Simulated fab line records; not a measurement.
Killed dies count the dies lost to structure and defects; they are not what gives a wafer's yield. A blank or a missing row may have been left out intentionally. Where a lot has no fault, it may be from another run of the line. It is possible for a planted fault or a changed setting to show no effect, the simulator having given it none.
Which tool is to blame? -- flow sky130 -- 9 lots with 27 wafers sampled at 6 steps, on a route of 708 steps

== WHAT THE GAUGES READ, wafer by wafer ==
SKY_VIA3_THK_MEAS_23: measures by xrf. Usual: VIA3_W_THK gives 381 nm (standard deviation 6).
lot,measured,on,VIA3_W_THK (nm),flag
L835,day 40 09:56,film-metro-04,378 371 374,
L836,day 40 12:37,film-metro-02,394 388 396,
L838,day 40 22:46,film-metro-01,380 377 378,
L847,day 43 22:51,film-metro-01,375 388 388,
L849,day 44 10:44,film-metro-01,381 395 396,
L851,day 44 19:13,film-metro-04,391 384 387,
L853,day 45 01:58,film-metro-01,379 381 384,
L855,day 45 14:45,film-metro-01,381 383 379,
L856,day 46 08:29,film-metro-01,379 374 377,

SKY_CAP2M_RS_MEAS_03: a four-point-probe measurement. Usual: CAP2M_TIN_RS gives 6.87 ohm/sq (standard deviation 0.078).
lot,measured,on,CAP2M_TIN_RS (ohm/sq),flag
L835,day 40 10:38,film-metro-03,13.76 13.76 13.60,OFF
L836,day 40 13:22,film-metro-03,6.83 6.83 6.89,
L838,day 40 23:29,film-metro-02,13.68 13.13 13.48,OFF
L847,day 43 23:33,film-metro-02,6.87 6.84 6.85,
L849,day 44 11:26,film-metro-03,6.84 6.94 6.93,
L851,day 44 19:55,film-metro-01,6.96 6.86 6.79,
L853,day 45 02:41,film-metro-01,6.84 6.86 6.85,
L855,day 45 15:27,film-metro-01,6.79 6.91 6.70,
L856,day 46 09:11,film-metro-03,6.85 6.78 6.86,

SKY_CAP2M_THK_MEAS_04: measures by xrf. Usual: CAP2M_TIN_THK gives 196.1 nm (standard deviation 2.1).
lot,measured,on,CAP2M_TIN_THK (nm),flag
L835,day 40 10:46,film-metro-03,100.1 99.9 101.6,OFF
L836,day 40 13:28,film-metro-03,197.0 198.0 195.5,
L838,day 40 23:36,film-metro-02,100.6 104.0 101.3,OFF
L847,day 43 23:40,film-metro-02,196.3 197.1 196.2,
L849,day 44 11:34,film-metro-03,196.5 193.4 194.4,
L851,day 44 20:02,film-metro-01,193.4 195.3 196.9,
L853,day 45 02:47,film-metro-01,197.0 195.8 196.1,
L855,day 45 15:34,film-metro-01,197.9 195.1 199.7,
L856,day 46 09:18,film-metro-03,196.4 198.8 195.3,

== TOOL THAT RAN EACH LOT (tool first, then ch and the chambers of the sampled wafers, then the start) ==
lot,SKY_METAL4_SPUTTER_01,SKY_METAL4_SPUTTER_03,SKY_CAP2M_SPUTTER_02
L835,"pvd-sputter-03, day 40 10:19","pvd-sputter-03, day 40 10:23","pvd-sputter-04, day 40 10:32"
L836,"pvd-sputter-01, day 40 12:59","pvd-sputter-01, day 40 13:03","pvd-sputter-02, day 40 13:12"
L838,"pvd-sputter-02, day 40 23:09","pvd-sputter-02, day 40 23:13","pvd-sputter-04, day 40 23:22"
L847,"pvd-sputter-02, day 43 23:14","pvd-sputter-02, day 43 23:17","pvd-sputter-04, day 43 23:26"
L849,"pvd-sputter-02, day 44 11:07","pvd-sputter-02, day 44 11:11","pvd-sputter-04, day 44 11:20"
L851,"pvd-sputter-02, day 44 19:35","pvd-sputter-02, day 44 19:39","pvd-sputter-01, day 44 19:49"
L853,"pvd-sputter-02, day 45 02:19","pvd-sputter-02, day 45 02:23","pvd-sputter-04, day 45 02:32"
L855,"pvd-sputter-03, day 45 15:08","pvd-sputter-03, day 45 15:11","pvd-sputter-04, day 45 15:20"
L856,"pvd-sputter-01, day 46 08:51","pvd-sputter-01, day 46 08:55","pvd-sputter-04, day 46 09:04"
- SKY_METAL4_SPUTTER_01: material TiN, target thk 20 nm, time 16.7 s.
- SKY_METAL4_SPUTTER_03: material Ti, target thk 5 nm, time 3.3 s.
- SKY_CAP2M_SPUTTER_02: material TiN, target thk 200 nm, time 166.7 s.

== WHAT THE TOOLS THEMSELVES READ (means of the sampled wafers that have a number; where no wafer has one, the mark that the record gives instead) ==
SKY_METAL4_SPUTTER_01. Usual: cathode-dc-power-W 6500.0 W, standard deviation 1.3; throttle-valve-pct 30.1 %, standard deviation 1.
lot,tool,cathode-dc-power-W (W),throttle-valve-pct (%),flag
L835,pvd-sputter-03,6499.9,30.5,
L836,pvd-sputter-01,6500.0,29.2,
L838,pvd-sputter-02,6500.0,30.2,
L847,pvd-sputter-02,6500.7,29.8,
L849,pvd-sputter-02,6498.6,30.5,
L851,pvd-sputter-02,6500.0,30.6,
L853,pvd-sputter-02,6500.2,29.6,
L855,pvd-sputter-03,6500.0,30.4,
L856,pvd-sputter-01,6499.5,29.6,

SKY_METAL4_SPUTTER_03. Usual: cathode-dc-power-W 3000.0 W, standard deviation 0.55; throttle-valve-pct 30.1 %, standard deviation 1.
lot,tool,cathode-dc-power-W (W),throttle-valve-pct (%),flag
L835,pvd-sputter-03,2999.7,30.6,
L836,pvd-sputter-01,3000.0,29.2,
L838,pvd-sputter-02,3000.2,30.1,
L847,pvd-sputter-02,3000.4,29.9,
L849,pvd-sputter-02,2999.7,30.5,
L851,pvd-sputter-02,2999.9,30.5,
L853,pvd-sputter-02,2999.8,29.4,
L855,pvd-sputter-03,3000.1,30.5,
L856,pvd-sputter-01,3000.0,29.8,

SKY_CAP2M_SPUTTER_02. Usual: cathode-dc-power-W 6500.0 W, standard deviation 1.2; susceptor-temp-C 300.02 C, standard deviation 0.21; throttle-valve-pct 29.7 %, standard deviation 1.3.
lot,tool,cathode-dc-power-W (W),susceptor-temp-C (C),throttle-valve-pct (%),flag
L835,pvd-sputter-04,3395.9,300.13,28.5,OFF
L836,pvd-sputter-02,6500.1,299.88,30.4,
L838,pvd-sputter-04,3395.6,299.95,29.6,OFF
L847,pvd-sputter-04,6500.6,299.88,30.6,
L849,pvd-sputter-04,6499.3,300.12,28.5,
L851,pvd-sputter-01,6500.4,300.14,30.6,
L853,pvd-sputter-04,6499.6,300.20,28.6,
L855,pvd-sputter-04,6500.2,300.02,29.6,
L856,pvd-sputter-04,6499.6,299.88,29.8,

== THE ANSWER, worked out from the rows above alone ==
Rule: lot off if the mean of its wafers having a number is beyond 3 standard deviations from the usual mean. A lot without any number at a reading at which 4 lots or more have one is off too. Any other lot the step has rows for is counted as sound. After the gauges, taken in route order, come the tools' own readings; for these a lot's mean is taken, as printed above. The first step at which some lot is off is used, and at that step the reading that is off furthest; a lot without a number counts as furthest.
Off: L835, L838, at SKY_CAP2M_RS_MEAS_03 (CAP2M_TIN_RS).
If a tool, at a process step before that reading, ran all the lots that are off and no sound lot after the first of them, it fits. Not tried: the gauges at SKY_CAP2M_RS_MEAS_03; whatever is off there is also off at SKY_CAP2M_SPUTTER_02, on other tools, and gauge error can't account for it. Not one of the candidates tried fits.

== WHAT THE SIMULATOR PUT IN ==
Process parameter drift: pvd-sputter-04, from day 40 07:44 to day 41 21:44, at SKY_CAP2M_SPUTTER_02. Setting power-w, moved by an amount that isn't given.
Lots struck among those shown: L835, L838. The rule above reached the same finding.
